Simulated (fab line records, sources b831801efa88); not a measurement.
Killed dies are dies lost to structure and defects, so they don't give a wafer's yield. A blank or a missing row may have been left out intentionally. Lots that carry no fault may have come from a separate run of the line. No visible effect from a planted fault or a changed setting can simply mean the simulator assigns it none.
Which of the tools did it? + flow sky130 + Sampling: 13 lots, 39 wafers, 2 of 708 route steps

## WHAT THE GAUGES READ, wafer by wafer
SKY_VT_ADJUST_NCORE_OVL_MEAS_08.
| lot  | measured     | on         | VT_ADJUST_NCORE_OVL (nm) |
|------|--------------|------------|--------------------------|
| L736 | day 8 15:28  | overlay-02 | -1.1 1.1 -0.4            |
| L738 | day 9 03:40  | overlay-01 | 1.3 1.6 1.7              |
| L739 | day 9 13:20  | overlay-02 | 1.7 1.3 1.9              |
| L740 | day 9 22:58  | overlay-02 | 0.7 1.6 1.2              |
| L741 | day 10 02:14 | overlay-01 | 1.3 -0.8 0.5             |
| L742 | day 10 12:22 | overlay-01 | 0.3 0.1 -0.2             |
| L743 | day 10 17:25 | overlay-02 | 0.6 1.2 1.4              |
| L744 | day 10 21:34 | overlay-02 | 0.5 0.2 0.2              |
| L745 | day 11 10:47 | overlay-01 | 1.7 1.9 0.2              |
| L748 | day 12 05:52 | overlay-02 | 3.8 2.8 2.4              |
| L749 | day 12 22:07 | overlay-02 | 2.9 1.8 2.9              |
| L752 | day 13 10:40 | overlay-01 | 0.8 -0.4 -0.9            |
| L759 | day 15 10:03 | overlay-01 | 1.1 0.1 -0.9             |

SKY_VT_ADJUST_PCH_TW_MEAS_10.
| lot  | measured     | on           | VT_ADJUST_PCH_TW  |
|------|--------------|--------------|-------------------|
| L736 | day 10 12:20 | filmMetro-01 | 141.5 142.8 141.5 |
| L738 | day 11 02:04 | filmMetro-03 | 141.1 141.3 141.4 |
| L739 | day 11 11:40 | filmMetro-03 | 141.3 141.6 140.7 |
| L740 | day 11 22:23 | filmMetro-04 | 142.6 143.4 143.2 |
| L741 | day 12 01:42 | filmMetro-01 | 141.9 142.2 142.4 |
| L742 | day 12 13:22 | filmMetro-01 | 142.6 141.9 142.1 |
| L743 | day 12 18:13 | filmMetro-04 | 142.4 143.2 142.3 |
| L744 | day 12 23:31 | filmMetro-03 | 140.5 141.4 141.3 |
| L745 | day 13 13:34 | filmMetro-01 | 142.4 143.2 141.5 |
| L748 | day 14 10:13 | filmMetro-04 | 143.6 143.1 144.3 |
| L749 | day 15 03:43 | filmMetro-01 | 142.4 142.1 141.3 |
| L752 | day 15 17:40 | filmMetro-04 | 143.6 143.5 143.3 |
| L759 | day 17 19:04 | filmMetro-01 | 142.4 142.2 142.7 |

## EACH LOT AND THE TOOL THAT RAN IT (in order: tool; ch and the chambers of the sampled wafers; start)
The record holds no process step before these readings.

## WHAT THE TOOLS THEMSELVES READ (means of the sampled wafers that have a number; where no wafer has one, the mark that the record gives instead)
The record holds no such reading with a usual standard deviation.

## THE ANSWER, worked out from the rows above alone
Rule: usual is defined by the lots themselves. Put in order of their means at a reading, lots are off if they are a third of the lots or fewer, leave a main group of 4 or more, and stand apart from it by a gap of 3 or more times the standard deviation of the main group's means; of several such gaps the widest counts. The tables above print the reading to a certain number of digits; a main group whose means all agree to those digits is not used. A lot without any number at a reading at which 4 lots or more have one is off too. Any other lot the step has rows for is counted as sound. The gauges are gone through in route order, then the tools' own readings, and for those a lot's mean is taken as printed above. The first step at which some lot is off is used, and at that step the reading that is off furthest; a lot without a number counts as furthest.
Nothing can be told from this: no lot is off at any reading shown.

## WHAT THE SIMULATOR HAD PUT IN
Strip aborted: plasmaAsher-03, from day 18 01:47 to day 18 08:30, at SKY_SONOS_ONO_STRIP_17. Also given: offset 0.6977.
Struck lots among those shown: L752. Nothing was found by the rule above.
